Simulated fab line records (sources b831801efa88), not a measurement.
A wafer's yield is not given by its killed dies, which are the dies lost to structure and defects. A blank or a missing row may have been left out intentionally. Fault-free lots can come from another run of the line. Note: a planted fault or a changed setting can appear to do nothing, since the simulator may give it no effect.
Which tool is to blame? / flow sky130 / Sampling: 13 lots, 39 wafers, 3 of 708 route steps

WHAT THE GAUGES SHOWED, per wafer
SKY_LDD_LDN_OVL_MEAS_07. Usual: LDD_LDN_OVL gives 0.4 nm (standard deviation 1.2).
lot=L684; measured=day 22 21:40; on=overlay-02; LDD_LDN_OVL (nm)=0.5 1.4 1.1; flag=
lot=L685; measured=day 23 03:43; on=overlay-02; LDD_LDN_OVL (nm)=0.2 0.7 1.2; flag=
lot=L687; measured=day 24 02:01; on=overlay-01; LDD_LDN_OVL (nm)=0.4 0.0 0.0; flag=
lot=L691; measured=day 25 22:29; on=overlay-01; LDD_LDN_OVL (nm)=0.5 -1.8 -0.9; flag=
lot=L689; measured=day 25 22:41; on=overlay-02; LDD_LDN_OVL (nm)=0.5 0.3 -0.4; flag=
lot=L690; measured=day 26 02:34; on=overlay-01; LDD_LDN_OVL (nm)=0.8 0.1 2.4; flag=
lot=L694; measured=day 27 02:07; on=overlay-01; LDD_LDN_OVL (nm)=2.0 2.5 1.6; flag=
lot=L701; measured=day 29 11:04; on=overlay-01; LDD_LDN_OVL (nm)=1.0 0.8 1.5; flag=
lot=L702; measured=day 29 22:19; on=overlay-02; LDD_LDN_OVL (nm)=1.6 -1.5 0.7; flag=
lot=L703; measured=day 30 01:52; on=overlay-02; LDD_LDN_OVL (nm)=2.2 1.7 2.0; flag=
lot=L704; measured=day 30 11:31; on=overlay-01; LDD_LDN_OVL (nm)=-2.0 -0.3 -1.0; flag=
lot=L705; measured=day 30 12:11; on=overlay-01; LDD_LDN_OVL (nm)=-0.1 -0.2 -0.6; flag=
lot=L706; measured=day 30 15:10; on=overlay-02; LDD_LDN_OVL (nm)=1.4 2.5 0.4; flag=

SKY_POLY_CUT_OVL_MEAS_09. Usual: POLY_CUT_OVL gives -2 nm (standard deviation 4.3).
lot=L684; measured=day 24 06:09; on=overlay-02; POLY_CUT_OVL (nm)=1 3 0; flag=
lot=L685; measured=day 24 12:22; on=overlay-01; POLY_CUT_OVL (nm)=-2 -4 -1; flag=
lot=L687; measured=day 25 10:07; on=overlay-01; POLY_CUT_OVL (nm)=-1 0 3; flag=
lot=L691; measured=day 27 05:30; on=overlay-01; POLY_CUT_OVL (nm)=-8 -9 0; flag=
lot=L689; measured=day 27 06:02; on=overlay-01; POLY_CUT_OVL (nm)=2 -1 5; flag=
lot=L690; measured=day 27 10:10; on=overlay-02; POLY_CUT_OVL (nm)=-9 -11 -7; flag=
lot=L694; measured=day 28 09:53; on=overlay-02; POLY_CUT_OVL (nm)=-6 -8 -3; flag=
lot=L701; measured=day 30 18:41; on=overlay-01; POLY_CUT_OVL (nm)=-9 0 1; flag=
lot=L702; measured=day 31 04:13; on=overlay-01; POLY_CUT_OVL (nm)=-8 -2 4; flag=
lot=L703; measured=day 31 09:44; on=overlay-02; POLY_CUT_OVL (nm)=1 -8 4; flag=
lot=L704; measured=day 31 17:21; on=overlay-01; POLY_CUT_OVL (nm)=-2 2 -7; flag=
lot=L705; measured=day 31 18:20; on=overlay-01; POLY_CUT_OVL (nm)=0 -1 -5; flag=
lot=L706; measured=day 31 21:00; on=overlay-02; POLY_CUT_OVL (nm)=1 1 2; flag=

TOOL THAT RAN EACH LOT (tool first, then ch and the chambers of the sampled wafers, then the start)
lot=L684; SKY_LDD_N_STRIP_16=plasma_asher-03 ch 0,1, day 17 21:34
lot=L685; SKY_LDD_N_STRIP_16=plasma_asher-03 ch 0,1, day 18 04:15
lot=L687; SKY_LDD_N_STRIP_16=plasma_asher-01 ch 0,1, day 19 01:36
lot=L691; SKY_LDD_N_STRIP_16=plasma_asher-01 ch 1, day 20 21:53
lot=L689; SKY_LDD_N_STRIP_16=plasma_asher-01 ch 0,1, day 20 22:47
lot=L690; SKY_LDD_N_STRIP_16=plasma_asher-02 ch 0,1, day 21 03:11
lot=L694; SKY_LDD_N_STRIP_16=plasma_asher-02 ch 0,1, day 22 01:52
lot=L701; SKY_LDD_N_STRIP_16=plasma_asher-01 ch 0,1, day 24 13:46
lot=L702; SKY_LDD_N_STRIP_16=plasma_asher-03 ch 0,1, day 25 02:02
lot=L703; SKY_LDD_N_STRIP_16=plasma_asher-02 ch 0,1, day 25 07:11
lot=L704; SKY_LDD_N_STRIP_16=plasma_asher-01 ch 0,1, day 25 15:37
lot=L705; SKY_LDD_N_STRIP_16=plasma_asher-02 ch 0, day 25 16:31
lot=L706; SKY_LDD_N_STRIP_16=plasma_asher-02 ch 1, day 25 20:28
- SKY_LDD_N_STRIP_16: strips in O2/N2.

WHAT THE TOOLS THEMSELVES READ (means of the sampled wafers that have a number; where no wafer has one, the mark that the record gives instead)
SKY_LDD_N_STRIP_16. Usual: drypump_motor_current_A 5.52 A, standard deviation 0.26; oes_product_au 0.407 a.u., standard deviation 0.0053; strip_time_to_endpoint_s 4.320 s, standard deviation 0.014.
lot=L684; tool=plasma_asher-03; drypump_motor_current_A (A)=5.65; oes_product_au (a.u.)=0.405; strip_time_to_endpoint_s (s)=4.301; flag=
lot=L685; tool=plasma_asher-03; drypump_motor_current_A (A)=5.57; oes_product_au (a.u.)=0.409; strip_time_to_endpoint_s (s)=4.317; flag=
lot=L687; tool=plasma_asher-01; drypump_motor_current_A (A)=5.38; oes_product_au (a.u.)=0.408; strip_time_to_endpoint_s (s)=4.325; flag=
lot=L691; tool=plasma_asher-01; drypump_motor_current_A (A)=5.55; oes_product_au (a.u.)=0.407; strip_time_to_endpoint_s (s)=4.312; flag=
lot=L689; tool=plasma_asher-01; drypump_motor_current_A (A)=5.47; oes_product_au (a.u.)=0.403; strip_time_to_endpoint_s (s)=4.320; flag=
lot=L690; tool=plasma_asher-02; drypump_motor_current_A (A)=5.61; oes_product_au (a.u.)=0.402; strip_time_to_endpoint_s (s)=4.316; flag=
lot=L694; tool=plasma_asher-02; drypump_motor_current_A (A)=5.60; oes_product_au (a.u.)=0.414; strip_time_to_endpoint_s (s)=4.315; flag=
lot=L701; tool=plasma_asher-01; drypump_motor_current_A (A)=5.47; oes_product_au (a.u.)=0.409; strip_time_to_endpoint_s (s)=4.326; flag=
lot=L702; tool=plasma_asher-03; drypump_motor_current_A (A)=5.56; oes_product_au (a.u.)=0.406; strip_time_to_endpoint_s (s)=4.314; flag=
lot=L703; tool=plasma_asher-02; drypump_motor_current_A (A)=5.35; oes_product_au (a.u.)=0.405; strip_time_to_endpoint_s (s)=4.330; flag=
lot=L704; tool=plasma_asher-01; drypump_motor_current_A (A)=5.46; oes_product_au (a.u.)=0.408; strip_time_to_endpoint_s (s)=4.312; flag=
lot=L705; tool=plasma_asher-02; drypump_motor_current_A (A)=5.86; oes_product_au (a.u.)=0.407; strip_time_to_endpoint_s (s)=4.319; flag=
lot=L706; tool=plasma_asher-02; drypump_motor_current_A (A)=5.10; oes_product_au (a.u.)=0.404; strip_time_to_endpoint_s (s)=4.299; flag=

THE ANSWER, worked out from the rows above alone
Rule: a lot counts as off when the mean over its wafers that have a number is more than 3 standard deviations away from the usual mean. A lot without any number at a reading at which 4 lots or more have one is off too. Any other lot the step has rows for is counted as sound. The gauges are gone through in route order, then the tools' own readings, and for those a lot's mean is taken as printed above. The first step at which some lot is off is used, and at that step the reading that is off furthest; a lot without a number counts as furthest.
No lot is off on any of the readings shown, so nothing can be concluded from this.

WHAT THE SIMULATOR PUT IN
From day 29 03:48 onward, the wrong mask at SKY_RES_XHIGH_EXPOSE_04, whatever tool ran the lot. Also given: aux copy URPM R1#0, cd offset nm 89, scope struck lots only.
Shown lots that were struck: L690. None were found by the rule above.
